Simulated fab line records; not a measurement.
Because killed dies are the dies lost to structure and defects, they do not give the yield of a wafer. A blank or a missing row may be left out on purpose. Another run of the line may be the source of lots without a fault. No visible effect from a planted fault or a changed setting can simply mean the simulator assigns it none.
Which of the tools did it? -- flow sky130 -- 12 lots with 36 wafers sampled at 4 steps, on a route of 708 steps

WHAT EACH GAUGE READ, for each wafer
SKY_LDD_P_TW_MEAS_11. Usual: LDD_P_TW 629, standard deviation 9.6.
lot,measured,on,LDD_P_TW,flag
L931,day 18 09:59,film-metro-04,639 636 640,
L933,day 19 08:17,film-metro-03,630 631 627,
L934,day 19 13:41,film-metro-01,622 622 623,
L935,day 19 22:13,film-metro-03,629 628 628,
L937,day 21 04:49,film-metro-04,642 640 639,
L938,day 21 06:41,film-metro-03,634 635 632,
L940,day 21 23:29,film-metro-03,629 632 631,
L947,day 24 13:32,film-metro-04,643 641 644,
L950,day 27 12:56,film-metro-01,615 617 617,
L953,day 27 19:59,film-metro-01,616 615 618,
L954,day 27 15:33,film-metro-03,625 627 625,
L952,day 27 21:53,film-metro-03,621 624 626,

EACH LOT AND THE TOOL THAT RAN IT (in order: tool; ch and the chambers of the sampled wafers; start)
lot,SKY_FIELD_ISO_ETCH_17,SKY_SONOS_ONO_ETCH_15,SKY_POLY_GATE_ETCH_16
L931,"rie-si-02 ch 0,1,3, day 2 05:11","rie-diel-02 ch 1,3, day 12 06:58","rie-diel-02 ch 0,1,3, day 15 19:45"
L933,"rie-si-01 ch 0,1, day 2 15:18","rie-diel-03 ch 1,2, day 12 23:35","rie-diel-02 ch 0,2,3, day 16 14:58"
L934,"rie-si-02 ch 0,1,2, day 2 20:14","rie-diel-03 ch 0,2,3, day 13 03:56","rie-diel-01 ch 0,1,3, day 16 22:24"
L935,"rie-si-01 ch 0,1,3, day 3 01:10","rie-diel-04 ch 1,2, day 13 11:59","rie-diel-01 ch 0,2,3, day 17 07:12"
L937,"rie-si-02 ch 1,2,3, day 3 15:07","rie-diel-04 ch 0,1, day 14 16:40","rie-diel-01 ch 0,2,3, day 18 13:25"
L938,"rie-si-02 ch 2,3, day 3 18:14","rie-diel-02 ch 0,2, day 14 17:26","rie-diel-02 ch 0,3, day 18 14:04"
L940,"rie-si-02 ch 0,1,3, day 4 04:56","rie-diel-04 ch 1,3, day 15 07:56","rie-diel-02 ch 1,2, day 19 06:48"
L947,"rie-si-01 ch 1,2,3, day 5 15:41","rie-diel-02 ch 0,3, day 17 17:55","rie-diel-01 ch 1,2,3, day 21 23:43"
L950,"rie-si-02 ch 0,1,3, day 7 12:19","rie-diel-02 ch 1,2, day 20 21:32","rie-diel-03 ch 0,1,3, day 24 23:25"
L953,"rie-si-01 ch 0,3, day 7 13:28","rie-diel-04 ch 0,1,2, day 21 04:21","rie-diel-03 ch 2,3, day 25 07:52"
L954,"rie-si-02 ch 0,3, day 7 13:28","rie-diel-03 ch 0,3, day 21 01:26","rie-diel-01 ch 0,1,2, day 25 02:37"
L952,"rie-si-02 ch 1,3, day 7 13:38","rie-diel-03 ch 0,3, day 21 04:14","rie-diel-02 ch 0,3, day 25 09:33"
- SKY_FIELD_ISO_ETCH_17: etches Si in HBr/Cl2/O2, target depth 342 nm, time 97.7 s.
- SKY_SONOS_ONO_ETCH_15: etches the open film in CHF3/O2, target depth 19.52 nm, time 7.8 s.
- SKY_POLY_GATE_ETCH_16: etches Si3N4 in CH3F/O2, stops on poly-Si, time 147.5 s, target depth 75 nm.

AS READ BY THE TOOLS THEMSELVES (means over the sampled wafers that have a number; for cases with no such wafer, the mark the record gives instead)
SKY_FIELD_ISO_ETCH_17. Usual: O2_flow_sccm 6.003 sccm, standard deviation 0.02; drypump-motor-current-A 5.6 A, standard deviation 0.53; oes-product-au 1.005 a.u., standard deviation 0.0092; throttle-valve-pct 25.652 %, standard deviation 0.012.
lot,tool,O2_flow_sccm (sccm),drypump-motor-current-A (A),oes-product-au (a.u.),throttle-valve-pct (%),flag
L931,rie-si-02,6.000,5.8,1.014,25.653,
L933,rie-si-01,5.980,5.3,1.007,25.657,
L934,rie-si-02,5.992,5.4,1.004,25.645,
L935,rie-si-01,6.002,5.6,0.994,25.668,
L937,rie-si-02,6.001,5.5,0.929,25.705,OFF
L938,rie-si-02,6.001,5.4,0.930,25.706,OFF
L940,rie-si-02,6.012,5.8,0.925,25.707,OFF
L947,rie-si-01,6.008,5.8,1.008,25.657,
L950,rie-si-02,6.008,5.8,1.013,25.641,
L953,rie-si-01,5.995,5.9,1.013,25.656,
L954,rie-si-02,5.994,6.2,1.002,25.647,
L952,rie-si-02,5.995,5.6,0.993,25.658,

SKY_SONOS_ONO_ETCH_15. Usual: O2_flow_sccm 4.999 sccm, standard deviation 0.015; drypump-motor-current-A 5.5 A, standard deviation 0.37; oes-product-au 1.004 a.u., standard deviation 0.0078; throttle-valve-pct 8.826 %, standard deviation 0.0096.
lot,tool,O2_flow_sccm (sccm),drypump-motor-current-A (A),oes-product-au (a.u.),throttle-valve-pct (%),flag
L931,rie-diel-02,5.007,5.8,0.994,8.819,
L933,rie-diel-03,4.998,5.7,1.015,8.823,
L934,rie-diel-03,5.000,5.4,1.001,8.815,
L935,rie-diel-04,5.002,5.2,0.993,8.827,
L937,rie-diel-04,4.995,5.3,1.001,8.819,
L938,rie-diel-02,5.011,5.3,1.002,8.824,
L940,rie-diel-04,4.996,5.0,0.995,8.819,
L947,rie-diel-02,5.013,5.6,1.007,8.823,
L950,rie-diel-02,4.989,5.4,1.004,8.818,
L953,rie-diel-04,5.007,5.4,0.999,8.820,
L954,rie-diel-03,4.994,5.3,1.004,8.829,
L952,rie-diel-03,5.009,5.3,1.011,8.832,

SKY_POLY_GATE_ETCH_16. Usual: O2_flow_sccm 30.01 sccm, standard deviation 0.093; drypump-motor-current-A 5.6 A, standard deviation 0.4; oes-product-au 0.639 a.u., standard deviation 0.0053; throttle-valve-pct 10.535 %, standard deviation 0.009.
lot,tool,O2_flow_sccm (sccm),drypump-motor-current-A (A),oes-product-au (a.u.),throttle-valve-pct (%),flag
L931,rie-diel-02,29.99,5.6,0.640,10.530,
L933,rie-diel-02,30.08,5.5,0.643,10.532,
L934,rie-diel-01,30.01,5.5,0.641,10.537,
L935,rie-diel-01,30.00,5.6,0.640,10.536,
L937,rie-diel-01,30.03,5.6,0.638,10.529,
L938,rie-diel-02,30.05,5.6,0.639,10.537,
L940,rie-diel-02,29.85,5.4,0.639,10.534,
L947,rie-diel-01,29.99,6.0,0.634,10.532,
L950,rie-diel-03,29.99,5.6,0.643,10.540,
L953,rie-diel-03,30.01,5.3,0.642,10.536,
L954,rie-diel-01,30.03,5.7,0.635,10.526,
L952,rie-diel-02,30.07,5.7,0.634,10.529,

THE ANSWER, worked out from the rows above alone
Rule: a lot is off if the mean of its wafers that have a number lies more than 3 standard deviations from the usual mean. A lot without any number at a reading at which 4 lots or more have one is off too. All remaining lots with rows at the step are treated as sound. After the gauges, taken in route order, come the tools' own readings; for these a lot's mean is taken, as printed above. At the first step where some lot is off, the reading lying furthest off is the one used; lots without a number count as furthest.
Off at SKY_FIELD_ISO_ETCH_17 (oes-product-au): L937, L938, L940.
If a tool, at that step or one of the process steps before it, ran each lot that is off and ran no sound lot following the first of them, it fits. Not one of the candidates tried fits.

WHAT THE SIMULATOR HAD INSERTED
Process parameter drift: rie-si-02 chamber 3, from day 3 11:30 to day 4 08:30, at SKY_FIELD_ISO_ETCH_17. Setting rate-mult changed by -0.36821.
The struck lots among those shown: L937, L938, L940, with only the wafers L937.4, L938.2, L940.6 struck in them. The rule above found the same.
